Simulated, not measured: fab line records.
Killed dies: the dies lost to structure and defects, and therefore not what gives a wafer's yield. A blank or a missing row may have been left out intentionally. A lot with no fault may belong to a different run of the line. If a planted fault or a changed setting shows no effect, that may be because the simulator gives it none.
Check of tool commonality / flow sky130 / 13 lots and 39 wafers in the sample

## REASON FOR OPENING
3 of 13 lots carry a flag on the reading POLY_GATE_CVD_00_THK at SKY_POLY_GATE_THK_MEAS_01. No-fault wafers: 181.9 nm, standard deviation 1.9.
Rule: a lot is flagged when every wafer of it that has a number lies more than 4 standard deviations from that mean, or none has a number. The rest of the lots are taken to be sound.

lot=L631; measured=day 13 21:41; on=filmMetro-02; POLY_GATE_CVD_00_THK (nm), wafer by wafer=182.9 182.4 183.3; flag=
lot=L632; measured=day 15 00:42; on=filmMetro-04; POLY_GATE_CVD_00_THK (nm), wafer by wafer=182.3 182.3 183.3; flag=
lot=L633; measured=day 15 03:24; on=filmMetro-04; POLY_GATE_CVD_00_THK (nm), wafer by wafer=181.4 181.3 180.4; flag=
lot=L634; measured=day 15 05:05; on=filmMetro-02; POLY_GATE_CVD_00_THK (nm), wafer by wafer=180.7 182.7 180.8; flag=
lot=L635; measured=day 15 09:26; on=filmMetro-02; POLY_GATE_CVD_00_THK (nm), wafer by wafer=178.3 178.1 177.7; flag=
lot=L637; measured=day 15 22:21; on=filmMetro-01; POLY_GATE_CVD_00_THK (nm), wafer by wafer=180.3 180.9 179.8; flag=
lot=L638; measured=day 16 12:29; on=filmMetro-02; POLY_GATE_CVD_00_THK (nm), wafer by wafer=181.8 182.3 181.1; flag=
lot=L642; measured=day 17 11:47; on=filmMetro-02; POLY_GATE_CVD_00_THK (nm), wafer by wafer=182.1 180.6 180.6; flag=
lot=L644; measured=day 18 11:46; on=filmMetro-02; POLY_GATE_CVD_00_THK (nm), wafer by wafer=198.8 199.5 199.3; flag=FLAGGED
lot=L645; measured=day 18 18:35; on=filmMetro-02; POLY_GATE_CVD_00_THK (nm), wafer by wafer=201.7 201.5 202.6; flag=FLAGGED
lot=L646; measured=day 19 05:16; on=filmMetro-01; POLY_GATE_CVD_00_THK (nm), wafer by wafer=199.0 199.5 197.3; flag=FLAGGED
lot=L654; measured=day 23 04:38; on=filmMetro-04; POLY_GATE_CVD_00_THK (nm), wafer by wafer=181.5 182.0 181.2; flag=
lot=L653; measured=day 23 06:26; on=filmMetro-01; POLY_GATE_CVD_00_THK (nm), wafer by wafer=182.2 181.4 181.3; flag=
Average over the flagged lots: 199.9 nm; offset from the usual +18.0 nm, equal to +9 standard deviations.

## WHICH TOOL RAN EACH LOT
The record holds 1 process step before the reading, out of a route of 708 steps. Read each cell as the tool, then ch plus the chambers that the sampled wafers visited, then the start.
lot=L631; flag=; SKY_POLY_GATE_CVD_00=lpcvd-01 ch 0, day 13 20:29
lot=L632; flag=; SKY_POLY_GATE_CVD_00=lpcvd-01 ch 0, day 14 23:29
lot=L633; flag=; SKY_POLY_GATE_CVD_00=lpcvd-01 ch 0, day 15 02:12
lot=L634; flag=; SKY_POLY_GATE_CVD_00=lpcvd-01 ch 0, day 15 03:53
lot=L635; flag=; SKY_POLY_GATE_CVD_00=lpcvd-01 ch 0, day 15 08:14
lot=L637; flag=; SKY_POLY_GATE_CVD_00=lpcvd-01 ch 0, day 15 21:08
lot=L638; flag=; SKY_POLY_GATE_CVD_00=lpcvd-01 ch 1, day 16 11:17
lot=L642; flag=; SKY_POLY_GATE_CVD_00=lpcvd-01 ch 1, day 17 10:35
lot=L644; flag=FLAGGED; SKY_POLY_GATE_CVD_00=lpcvd-01 ch 0, day 18 10:32
lot=L645; flag=FLAGGED; SKY_POLY_GATE_CVD_00=lpcvd-01 ch 0, day 18 17:23
lot=L646; flag=FLAGGED; SKY_POLY_GATE_CVD_00=lpcvd-01 ch 0, day 19 04:04
lot=L654; flag=; SKY_POLY_GATE_CVD_00=lpcvd-01 ch 1, day 23 02:50
lot=L653; flag=; SKY_POLY_GATE_CVD_00=lpcvd-01 ch 1, day 23 04:38
What is done by these steps:
- SKY_POLY_GATE_CVD_00: deposits poly-Si, target thk 180 nm, time 720 s.
- SKY_POLY_GATE_THK_MEAS_01

## FLAGGED AGAINST TOTAL, ONE TOOL AT A TIME (gauges that did the reading follow at the end)
step=SKY_POLY_GATE_CVD_00; tool=lpcvd-01; lots run=13; flagged=3; share of the flagged lots=all; sound lots run after its first flagged lot=2 (L654,L653)
step=SKY_POLY_GATE_THK_MEAS_01; tool=filmMetro-01; lots run=3; flagged=1; share of the flagged lots=some; sound lots run after its first flagged lot=1 (L653)
step=SKY_POLY_GATE_THK_MEAS_01; tool=filmMetro-02; lots run=7; flagged=2; share of the flagged lots=some; sound lots run after its first flagged lot=0
step=SKY_POLY_GATE_THK_MEAS_01; tool=filmMetro-04; lots run=3; flagged=0; share of the flagged lots=none; sound lots run after its first flagged lot=-

## WHAT THE TABLE ALLOWS
All flagged lots share 1 row of the table, namely lpcvd-01 at SKY_POLY_GATE_CVD_00.
- lpcvd-01 at SKY_POLY_GATE_CVD_00 ran 13 lots, 3 of them flagged. After the first flagged lot (L654, L653), sound lots still ran on it; a lasting fault on the whole tool would not permit that. Its own readings (pressureMtorr) fall more than 4 standard deviations out on all wafers of the flagged lots.
None of the table's rows ran every flagged lot and, after the first, no sound lot.

## WHAT THE SIMULATOR HAD PUT IN
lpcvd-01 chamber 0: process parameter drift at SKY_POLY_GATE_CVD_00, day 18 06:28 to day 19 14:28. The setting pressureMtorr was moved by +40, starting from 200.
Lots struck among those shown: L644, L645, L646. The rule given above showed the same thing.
